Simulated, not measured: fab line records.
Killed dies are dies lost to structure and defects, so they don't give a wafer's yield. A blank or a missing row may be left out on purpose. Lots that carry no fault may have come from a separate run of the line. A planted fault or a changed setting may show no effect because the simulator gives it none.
Split-lot study + flow sfqLine + on a route of 325 steps: 5 lots, 27 wafers read

SPLIT DETAILS
At SFQ_TRILAYER_M6_ETCH_METAL_ETCH_162 (etches Nb in Cl2/Ar, stops on SiO2, target depth 240 nm, time 120 s), the setting timeS was moved away from the recipe's 120 s on 9 of the 27 wafers read, by -27.2% to +32.8%. For the rest of the wafers, this setting stayed at what the recipe calls for.

The reading comes from the split's own step.

THE READING
KrF_of_TRILAYER_M6_LITHO_COAT_159.thkNm (the simulator's own value, which no gauge read), in nm, at SFQ_TRILAYER_M6_ETCH_METAL_ETCH_162 (etches Nb in Cl2/Ar, stops on SiO2, target depth 240 nm, time 120 s). The file does not state a usual value for it. The 18 wafers here that ran the recipe average 382.2 nm, standard deviation 1.2 nm.

| wafer  | tool, chamber at the split | timeS as run, s | against the recipe | KrF_of_TRILAYER_M6_LITHO_COAT_159.thkNm, nm | against lot-mates on the recipe |
|--------|----------------------------|-----------------|--------------------|---------------------------------------------|---------------------------------|
| L077.1 | rieMetal-02, 0             | 120             | recipe             | 382.4                                       | -                               |
| L077.2 | rieMetal-02, 1             | 120             | recipe             | 382.6                                       | -                               |
| L077.3 | rieMetal-02, 0             | 120             | recipe             | 382.6                                       | -                               |
| L078.1 | rieMetal-02, 1             | 120             | recipe             | 382.8                                       | -                               |
| L078.2 | rieMetal-02, 0             | 120             | recipe             | 382                                         | -                               |
| L078.3 | rieMetal-02, 1             | 120             | recipe             | 381                                         | -                               |
| L078.4 | rieMetal-02, 0             | 120             | recipe             | 382.1                                       | -                               |
| L078.5 | rieMetal-02, 0             | 120             | recipe             | 381.3                                       | -                               |
| L078.6 | rieMetal-02, 1             | 120             | recipe             | 382.6                                       | -                               |
| L079.1 | rieMetal-03, 0             | 120             | recipe             | 385.1                                       | -                               |
| L079.2 | rieMetal-03, 1             | 159.3           | +32.8%             | 340                                         | -44.3                           |
| L079.3 | rieMetal-03, 1             | 159.3           | +32.8%             | 340                                         | -44.3                           |
| L079.4 | rieMetal-03, 0             | 120             | recipe             | 383.8                                       | -                               |
| L079.5 | rieMetal-03, 1             | 159.3           | +32.8%             | 338.2                                       | -46.1                           |
| L079.6 | rieMetal-03, 0             | 120             | recipe             | 384                                         | -                               |
| L081.1 | rieMetal-02, 0             | 87.32           | -27.2%             | 419.2                                       | +38.5                           |
| L081.2 | rieMetal-02, 1             | 120             | recipe             | 381                                         | -                               |
| L081.3 | rieMetal-02, 0             | 87.32           | -27.2%             | 419.3                                       | +38.6                           |
| L081.4 | rieMetal-02, 1             | 87.32           | -27.2%             | 419.9                                       | +39.2                           |
| L081.5 | rieMetal-02, 1             | 120             | recipe             | 379.9                                       | -                               |
| L081.6 | rieMetal-02, 0             | 120             | recipe             | 381.2                                       | -                               |
| L082.1 | rieMetal-02, 1             | 120             | recipe             | 382                                         | -                               |
| L082.2 | rieMetal-02, 0             | 141             | +17.5%             | 356.7                                       | -25.3                           |
| L082.3 | rieMetal-02, 0             | 120             | recipe             | 382.1                                       | -                               |
| L082.4 | rieMetal-02, 1             | 141             | +17.5%             | 357.4                                       | -24.6                           |
| L082.5 | rieMetal-02, 1             | 141             | +17.5%             | 356.4                                       | -25.6                           |
| L082.6 | rieMetal-02, 0             | 120             | recipe             | 381.9                                       | -                               |

THE FIT
A straight line over all 27 wafers: KrF_of_TRILAYER_M6_LITHO_COAT_159.thkNm changes by -1.35 nm for each +1% of timeS; r = -1.00; the points scatter about the line by 1.3 nm.
The same after taking each lot's own level away (the mean of its wafers on the recipe; 27 wafers): -1.4 nm for each +1%; r = -1.00; scatter 0.71 nm.
According to that fit, moving timeS by its largest amount changes the reading by 46 nm.
Across the lots, their own levels run from 380.70 to 384.30 nm, a range of 3.0 times the standard deviation given above.
So the lot-to-lot level changes the slope little: the two slopes agree.
Check: -46.1 nm against its lot-mates is what the line predicts for one of the wafers moved furthest among these (+32.8%) when that wafer is left out of the fit. Against them it came out at -44.3 nm.
Tool readings at the split's step, against how far the setting was moved: oesProductAu r = -0.81.

THE OTHER SPLITS THESE WAFERS WENT THROUGH
These wafers also went through other splits before the reading. Each is held against what the fit with the lots' levels taken away leaves over:
| other split on the same wafers                   | wafers away from the commonest value | r with KrF_of_TRILAYER_M6_LITHO_COAT_159.thkNm (lot level and that fit taken away) |
|--------------------------------------------------|--------------------------------------|------------------------------------------------------------------------------------|
| SFQ_TRILAYER_INCOMING_OXIDATION_002 oxTimeS      | 6                                    | -0.29                                                                              |
| SFQ_TRILAYER_M1_DEP_SPUTTER_037 timeS            | 9                                    | +0.23                                                                              |
| SFQ_TRILAYER_M1_BARC_OPEN_METAL_ETCH_054 timeS   | 12                                   | +0.23                                                                              |
| SFQ_TRILAYER_I3_DEP_PECVD_081 timeS              | 12                                   | -0.04                                                                              |
| SFQ_TRILAYER_M4_ETCH_METAL_ETCH_096 timeS        | 12                                   | +0.16                                                                              |
| SFQ_TRILAYER_I4_VIA_BARC_OPEN_VIA_ETCH_146 timeS | 12                                   | -0.05                                                                              |
| SFQ_TRILAYER_A5B_DEP_PECVD_129 timeS             | 6                                    | -0.12                                                                              |
| SFQ_TRILAYER_I5_BARC_OPEN_VIA_ETCH_200 timeS     | 6                                    | -0.08                                                                              |
| SFQ_TRILAYER_C5_BARC_OPEN_VIA_ETCH_210 timeS     | 9                                    | +0.03                                                                              |

THE WHOLE CHAIN: every reading that the file lists as answering this split, in the file's order
| step                                | what it does                                                        | reading                                                                                  | change (the file's fit)                                                              | r (the file's) |
|-------------------------------------|---------------------------------------------------------------------|------------------------------------------------------------------------------------------|--------------------------------------------------------------------------------------|----------------|
| SFQ_TRILAYER_M6_ETCH_METAL_ETCH_162 | etches Nb in Cl2/Ar, stops on SiO2, target depth 240 nm, time 120 s | oesProductAu                                                                             | not straight: 1.004 at the lowest setting, 0.889 at the recipe, 0.872 at the highest | not given      |
| SFQ_TRILAYER_M6_ETCH_METAL_ETCH_162 | etches Nb in Cl2/Ar, stops on SiO2, target depth 240 nm, time 120 s | KrF_of_TRILAYER_M6_LITHO_COAT_159.thkNm (the simulator's own value, which no gauge read) | -1.4 nm for each +1% of the setting                                                  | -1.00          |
| SFQ_TRILAYER_M6_ETCH_METAL_ETCH_162 | etches Nb in Cl2/Ar, stops on SiO2, target depth 240 nm, time 120 s | M6.featureDepthNm (the simulator's own value, which no gauge read)                       | not straight: 174.9 at the lowest setting, 198.8 at the recipe, 207.9 at the highest | not given      |

THE FILE'S OWN FIT
KrF_of_TRILAYER_M6_LITHO_COAT_159.thkNm changes by -1.4 nm for each +1% of timeS, r = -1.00.
